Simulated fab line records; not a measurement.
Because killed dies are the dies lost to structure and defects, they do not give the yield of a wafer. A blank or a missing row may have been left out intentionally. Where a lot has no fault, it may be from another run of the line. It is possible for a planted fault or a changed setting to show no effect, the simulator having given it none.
Which tool did it? ; flow sky130 ; Sampling: 14 lots, 42 wafers, 5 of 708 route steps

## WHAT THE GAUGES READ, wafer by wafer
SKY_FIELD_ISO_THK_MEAS_04. Usual: FIELD_ISO_CVD_03_THK typically reads 163.6 nm, with standard deviation 1.4.
lot;measured;on;FIELD_ISO_CVD_03_THK (nm);flag
L445;day 1 13:54;film_metro-02;164.2 163.7 162.5;
L446;day 1 19:28;film_metro-04;161.6 161.7 161.9;
L447;day 2 00:32;film_metro-02;164.5 165.5 166.1;
L448;day 2 05:44;film_metro-02;163.3 164.1 163.6;
L450;day 2 15:10;film_metro-01;162.7 162.7 162.3;
L456;day 3 21:50;film_metro-01;161.8 162.9 161.8;
L457;day 4 02:11;film_metro-01;162.8 163.2 163.4;
L458;day 4 07:31;film_metro-02;165.7 165.8 165.3;
L459;day 4 11:29;film_metro-02;164.9 164.2 165.2;
L462;day 5 02:34;film_metro-04;162.9 163.3 162.0;
L463;day 5 07:29;film_metro-02;161.6 160.2 161.8;
L464;day 5 14:13;film_metro-01;164.6 163.0 163.8;
L465;day 5 18:41;film_metro-02;164.9 166.6 164.6;
L466;day 5 23:34;film_metro-01;166.0 164.3 164.7;

SKY_NWELL_RS_MEAS_29: the measuring method here is four-point-probe. Usual: NWELL_RS typically reads 624.4 ohm/sq, with standard deviation 2.
lot;measured;on;NWELL_RS (ohm/sq);flag
L445;day 5 07:12;film_metro-03;628.2 628.1 627.0;
L446;day 5 13:38;film_metro-03;628.8 628.4 629.5;
L447;day 5 19:30;film_metro-04;622.9 624.0 622.2;
L448;day 6 02:41;film_metro-03;624.4 626.0 625.2;
L450;day 6 12:26;film_metro-04;622.4 623.2 621.9;
L456;day 8 00:43;film_metro-04;649.4 649.6 650.6;OFF
L457;day 8 06:46;film_metro-04;651.1 650.2 650.2;OFF
L458;day 8 14:23;film_metro-03;623.8 624.4 625.5;
L459;day 8 23:32;film_metro-04;623.7 623.4 622.1;
L462;day 9 13:53;film_metro-03;623.6 625.2 624.8;
L463;day 9 18:37;film_metro-03;624.2 622.8 624.1;
L464;day 10 03:01;film_metro-04;624.5 622.9 623.4;
L465;day 10 07:25;film_metro-02;624.9 624.6 624.1;
L466;day 10 13:11;film_metro-03;626.6 626.9 624.3;

SKY_VT_ADJUST_LVTN_OVL_MEAS_18. Usual: VT_ADJUST_LVTN_01_OVL typically reads 0.6 nm, with standard deviation 1.4.
lot;measured;on;VT_ADJUST_LVTN_01_OVL (nm);flag
L445;day 7 14:44;overlay-01;1.1 -1.2 -1.8;
L446;day 8 04:59;overlay-01;4.0 0.6 1.9;
L447;day 8 05:50;overlay-01;2.4 1.9 0.4;
L448;day 8 14:58;overlay-01;0.4 1.2 1.2;
L450;day 9 01:14;overlay-01;1.2 0.6 -1.0;
L458;day 11 08:16;overlay-01;-2.1 -2.3 -0.5;
L459;day 11 16:56;overlay-02;0.3 1.1 0.4;
L462;day 12 09:26;overlay-02;1.2 1.3 3.1;
L463;day 12 16:28;overlay-01;1.8 -0.2 0.8;
L464;day 13 02:19;overlay-01;-1.8 1.3 0.4;
L465;day 13 05:44;overlay-01;0.6 -1.1 -1.8;
L466;day 13 11:41;overlay-01;2.3 3.2 3.8;

## TOOL THAT RAN EACH LOT (tool first, then ch and the chambers of the sampled wafers, then the start)
lot;SKY_FIELD_ISO_ETCH_17;SKY_NWELL_IMPLANT_13
L445;rie_si-01 ch 1,3, day 2 04:32;implanter-03 ch 0, day 4 13:02
L446;rie_si-02 ch 0,2,3, day 2 11:00;implanter-03 ch 0, day 4 18:31
L447;rie_si-01 ch 0,3, day 2 16:15;implanter-01 ch 0, day 5 01:17
L448;rie_si-02 ch 0,2, day 2 21:15;implanter-03 ch 0, day 5 07:40
L450;rie_si-01 ch 0,1,3, day 3 07:23;implanter-02 ch 0, day 5 17:26
L456;rie_si-01 ch 0,1,3, day 4 15:32;implanter-03, day 7 05:15
L457;rie_si-01 ch 0,1, day 4 19:54;implanter-03, day 7 09:28
L458;rie_si-02 ch 0,2, day 5 01:36;implanter-01 ch 0, day 7 16:36
L459;rie_si-01 ch 0,1,3, day 5 05:50;implanter-03 ch 0, day 8 01:52
L462;rie_si-02 ch 0,2,3, day 5 20:27;implanter-02 ch 0, day 8 16:22
L463;rie_si-01 ch 1,2,3, day 6 02:27;implanter-03 ch 0, day 8 20:33
L464;rie_si-01 ch 0,2,3, day 6 09:02;implanter-02 ch 0, day 9 05:13
L465;rie_si-02 ch 1,2,3, day 6 13:57;implanter-03 ch 0, day 9 09:18
L466;rie_si-01 ch 2,3, day 6 17:57;implanter-02 ch 0, day 9 14:29
- SKY_FIELD_ISO_ETCH_17: etches Si in HBr/Cl2/O2, target depth 342 nm, time 97.7 s.
- SKY_NWELL_IMPLANT_13

## WHAT THE TOOLS THEMSELVES READ (means of the sampled wafers that have a number; where no wafer has one, the mark that the record gives instead)
SKY_FIELD_ISO_ETCH_17. Usual: drypump_motor_current_A 5.5 A, standard deviation 0.44; oes_product_au 0.990 a.u., standard deviation 0.018; throttle_valve_pct 25.663 %, standard deviation 0.014.
lot;tool;drypump_motor_current_A (A);oes_product_au (a.u.);throttle_valve_pct (%);flag
L445;rie_si-01;5.3;1.001;25.653;
L446;rie_si-02;5.6;0.983;25.661;
L447;rie_si-01;5.8;0.998;25.667;
L448;rie_si-02;5.4;0.980;25.672;
L450;rie_si-01;5.4;1.002;25.655;
L456;rie_si-01;5.4;0.992;25.658;
L457;rie_si-01;5.2;1.013;25.648;
L458;rie_si-02;5.1;0.980;25.671;
L459;rie_si-01;5.4;0.992;25.662;
L462;rie_si-02;5.6;0.999;25.658;
L463;rie_si-01;5.6;0.988;25.662;
L464;rie_si-01;5.7;1.003;25.654;
L465;rie_si-02;5.6;0.989;25.669;
L466;rie_si-01;5.9;0.989;25.644;

SKY_NWELL_IMPLANT_13. Usual: beam_energy_keV 50.003, standard deviation 0.013; beam_on_s 9.99 s, standard deviation 0.22; end_station_pressure_torr 5e-06 Torr, standard deviation 2.5e-07.
lot;tool;beam_energy_keV;beam_on_s (s);end_station_pressure_torr (Torr);flag
L445;implanter-03;50.006;10.02;5e-06;
L446;implanter-03;49.984;10.24;5e-06;
L447;implanter-01;49.999;10.20;5e-06;
L448;implanter-03;50.004;10.08;5e-06;
L450;implanter-02;49.990;9.98;5e-06;
L456;implanter-03;-;-;-;OFF
L457;implanter-03;-;-;-;OFF
L458;implanter-01;50.001;10.15;5e-06;
L459;implanter-03;49.995;9.76;5e-06;
L462;implanter-02;50.006;9.97;5e-06;
L463;implanter-03;50.002;9.87;5e-06;
L464;implanter-02;49.997;10.06;5e-06;
L465;implanter-03;50.007;9.89;5e-06;
L466;implanter-02;50.026;10.02;5e-06;

## THE ANSWER, worked out from the rows above alone
Rule: lot off if the mean of its wafers having a number is beyond 3 standard deviations from the usual mean. A lot without any number at a reading at which 4 lots or more have one is off too. Any other lot the step has rows for is counted as sound. First the gauges in route order, then the tools' own readings, where a lot's mean is used as printed above. The first step at which some lot is off is used, and at that step the reading that is off furthest; a lot without a number counts as furthest.
Off: at SKY_NWELL_RS_MEAS_29 (NWELL_RS), L456, L457.
A tool fits if, at a process step before that reading, it ran every lot that is off, and no sound lot after the first of them. The gauges at SKY_NWELL_RS_MEAS_29 aren't tried: what is off there is off at SKY_NWELL_IMPLANT_13 too, on other tools, and a gauge's error can't cause that. None of those tried fits.

## WHAT HAD BEEN PUT IN BY THE SIMULATOR
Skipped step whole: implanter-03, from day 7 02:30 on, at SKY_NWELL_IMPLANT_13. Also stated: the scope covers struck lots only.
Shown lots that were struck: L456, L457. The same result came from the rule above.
